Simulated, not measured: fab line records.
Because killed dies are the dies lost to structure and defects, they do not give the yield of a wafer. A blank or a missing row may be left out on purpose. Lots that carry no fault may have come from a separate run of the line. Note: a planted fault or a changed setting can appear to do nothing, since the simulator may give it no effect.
Problem report, 8D (eight disciplines) form, completed by code	flow sky130	the parts of the form that need people (team, actions taken, sign-off) are left out

1. WHAT WENT WRONG
Wafers without a fault read 0.829 a.u. with a standard deviation of 0.0063, while oes-product-au at SKY_POLY_CUT_ETCH_11 averages 0.790 a.u. across 2 wafers of 1 lot. That is -6.3 standard deviations from the usual mean.
The step: etches Si3N4 in CF4/CH2F2/Ar, stops on poly-Si, time 42.5 s, target depth 60 nm.
Seen first at day 31 19:40 on rie-diel-04, wafer L787.1. Wafers with a number at this step in the record: 33, from 11 lots. The rule behind "out" and "out of limits": a value lying over 4 standard deviations away from the usual mean. Any other wafer with a number is counted as sound.

2. WHAT THIS IS AND IS NOT
question	is	is not
which readings at this step	oes-product-au	bias-w, ch2f2-flow-sccm, drypump-motor-current-A, mfc-ar-sccm, throttle-valve-pct
which lots	L787	L765, L766, L767, L769, L772, L774, L775, L777, L784, L788
which wafers of those lots	L787.1, L787.6	L787.4
read on which tools	rie-diel-04	rie-diel-02, rie-diel-03
when	from day 31 19:40	up to then (28 sound wafers); but 3 sound wafers of L788 came after

3. WHAT RULES OUT EACH SUSPECT
Counting: if a tool at a process step up to the reading ran every lot that is out, it stays a suspect. Sound lots after the first of them don't rule it out here, since some wafers of a struck lot are sound.
- rie-diel-02 at SKY_SPACER_ETCHBACK_02 (etches Si3N4 in CH3F/O2, stops on SiO2, time 46.7 s, target depth 45 nm): kept. The lot that is out, L787, ran on it at day 30 16:05; the last sound lot it ran before that was L784, at day 29 19:56.
- rie-diel-04 at SKY_POLY_CUT_ETCH_11 (etches Si3N4 in CF4/CH2F2/Ar, stops on poly-Si, time 42.5 s, target depth 60 nm): kept. The lot that is out, L787, ran on it at day 31 19:40; the last sound lot it ran before that was L775, at day 28 00:33. Out on those wafers are its own readings of oes-product-au.
- Within rie-diel-02 at SKY_SPACER_ETCHBACK_02, the wafers that are out were processed in chamber 0 and their sound lot-mates in chamber 3.
- Within rie-diel-04 at SKY_POLY_CUT_ETCH_11, the wafers that are out were processed in chamber 3 and their sound lot-mates in chamber 2.
The count leaves rie-diel-04 at SKY_POLY_CUT_ETCH_11 and rie-diel-02 at SKY_SPACER_ETCHBACK_02.

4. THE CAUSE (what the simulator had put in)
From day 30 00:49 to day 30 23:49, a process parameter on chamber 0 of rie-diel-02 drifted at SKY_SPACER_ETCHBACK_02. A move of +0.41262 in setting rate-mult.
Counting left 2 suspects, and this tool is among them.

5. THE CHAIN OF EFFECTS, in route order
One row per reading whose mean, taken over the struck wafers that have a number, lies over 3 standard deviations from the usual. Only readings for which the record gives a usual standard deviation are gone through. hours: the time from each lot's start at the first step in this table that gives one to its start at this step, as a median over the lots. sigmas: the change in usual standard deviations.
hours	step	reading	usual	on struck wafers	change	sigmas
0	SKY_POLY_CUT_ETCH_11	oes-product-au	0.829 a.u.	0.790	-0.039	-6.3
Its process steps:
- SKY_POLY_CUT_ETCH_11: etches Si3N4 in CF4/CH2F2/Ar, stops on poly-Si, time 42.5 s, target depth 60 nm.

6. HOW IT WOULD HAVE BEEN CAUGHT EARLIER
First out-of-limits reading in this record: day 31 19:40, which is 43 hours after fault onset at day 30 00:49.
Tool readings at SKY_SPACER_ETCHBACK_02 with a usual standard deviation given in the record: none out on any struck wafer, hence no alarm at a limit of 4 standard deviations on them.
All the lots that are out (1) had begun SKY_SPACER_ETCHBACK_02 on rie-diel-02 by day 31 19:40. None of them would have been spared by holding the tool at that moment.
